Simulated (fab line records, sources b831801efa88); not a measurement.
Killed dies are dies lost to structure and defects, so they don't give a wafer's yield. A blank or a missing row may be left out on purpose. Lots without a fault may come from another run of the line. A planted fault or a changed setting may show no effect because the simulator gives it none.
A struck lot beside a sound one | flow sfq_line | 14 steps out of a route of 325
Sound: wafers L335.1, L335.2, L335.5. Struck: wafers L349.1, L349.3, L349.5. The cause comes at the end.
At each step with rows: each side's tool, then ch and its chambers, then its first start. Under that, the readings that differ: sound wafers | struck wafers | difference of the means | sigmas: that difference in standard deviations of wafers without a fault.
alike: readings whose means differ by less than 2 such deviations, and words and numbers that are the same on both sides. not compared: withheld readings, readings that some wafer has no value for, bounds like >300 that may hide the same value, and numbers for which the record gives no deviation and whose values overlap.
The two part at a step that has a row with sigmas, a row that says differs or no value, or rows on one side only. Numbers that don't overlap but have no deviation are shown without sigmas and don't part them. A reading that every wafer of one side lacks parts them only if that side has two wafers or more.

first, 2 steps without rows for these wafers: SFQ_TRILAYER_I6_VIA_STRIP_SOLV_CLEAN_174 (cleans in NMP, time 600 s); SFQ_TRILAYER_M7_DEP_PRE_CLEAN_176 (time 22.5 s).
SFQ_TRILAYER_M7_DEP_SPUTTER_175: material Nb, target thk 200 nm, time 133.3 s.
  sound on pvd_sputter-04, day 68 04:14; struck on pvd_sputter-04, day 79 00:29
  alike: throttle_valve_pct
SFQ_M7_RS_MEAS_943: measures by four-point-probe.
  sound on film_metro-03, day 68 04:19; struck on film_metro-01, day 79 00:35
  alike: M7_NB_RS
then, 6 steps without rows for these wafers: SFQ_TRILAYER_M7_LITHO_COAT_182 (resist thk 62 nm); SFQ_TRILAYER_M7_LITHO_COAT_177 (resist thk 600 nm); SFQ_TRILAYER_M7_LITHO_SOFTBAKE_181; SFQ_TRILAYER_M7_LITHO_EXPOSE_178 (exposes mask M7, target cd 500 nm); SFQ_TRILAYER_M7_LITHO_PEB_180 (peb time 60 s); SFQ_TRILAYER_M7_LITHO_DEVELOP_179 (time 60 s).
SFQ_M7_OVL_MEAS_945:
  sound on overlay-01, day 68 06:45; struck on overlay-02, day 79 04:13
  alike: M7_OVL
SFQ_TRILAYER_M7_BARC_OPEN_METAL_ETCH_229: etches BARC in O2, target depth 125 nm, time 41.7 s.
  sound on rie_metal-01 ch 0,1, day 68 06:47; struck on rie_metal-01 ch 0,1, day 79 04:14
  reading                                             | sound             | struck            | difference | sigmas
  rf_fwd_power_W (W)                                  | 597 595 594       | 690 691 690       | +95        | +29
  model.KrF_of_TRILAYER_M7_LITHO_COAT_177.thk_nm (nm) | 520.5 520.7 522.4 | 514.4 513.4 513.6 | -7.4       |
  alike: drypump_motor_current_A, oes_product_au
  not compared: rf_hours_counter_h
SFQ_TRILAYER_M7_ETCH_METAL_ETCH_180: etches Nb in Cl2/Ar, stops on SiO2, target depth 240 nm, time 120 s.
  sound on rie_metal-01 ch 0,1, day 68 06:51; struck on rie_metal-01 ch 0,1, day 79 04:18
  reading                                             | sound             | struck            | difference | sigmas
  model.KrF_of_TRILAYER_M7_LITHO_COAT_177.thk_nm (nm) | 378.9 376.3 377.6 | 372.7 370.6 371.2 | -6.1       |
  alike: drypump_motor_current_A, oes_product_au, rf_fwd_power_W
  not compared: rf_hours_counter_h
SFQ_TRILAYER_M7_STRIP_STRIP_181: strips in O2.
  sound on rie_metal-01 ch 0,1, day 68 06:59; struck on rie_metal-01 ch 0,1, day 79 04:26
  alike: drypump_motor_current_A, oes_product_au
  not compared: rf_hours_counter_h

WHERE THEY PART
Only at SFQ_TRILAYER_M7_BARC_OPEN_METAL_ETCH_229, within this record. Later steps at which nothing parts them and some readings are alike: SFQ_TRILAYER_M7_ETCH_METAL_ETCH_180, SFQ_TRILAYER_M7_STRIP_STRIP_181.

WHY: what the simulator had put in
Process parameter drift: rie_metal-01, from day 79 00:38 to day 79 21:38, at SFQ_TRILAYER_M7_BARC_OPEN_METAL_ETCH_229. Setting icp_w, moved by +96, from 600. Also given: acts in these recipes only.
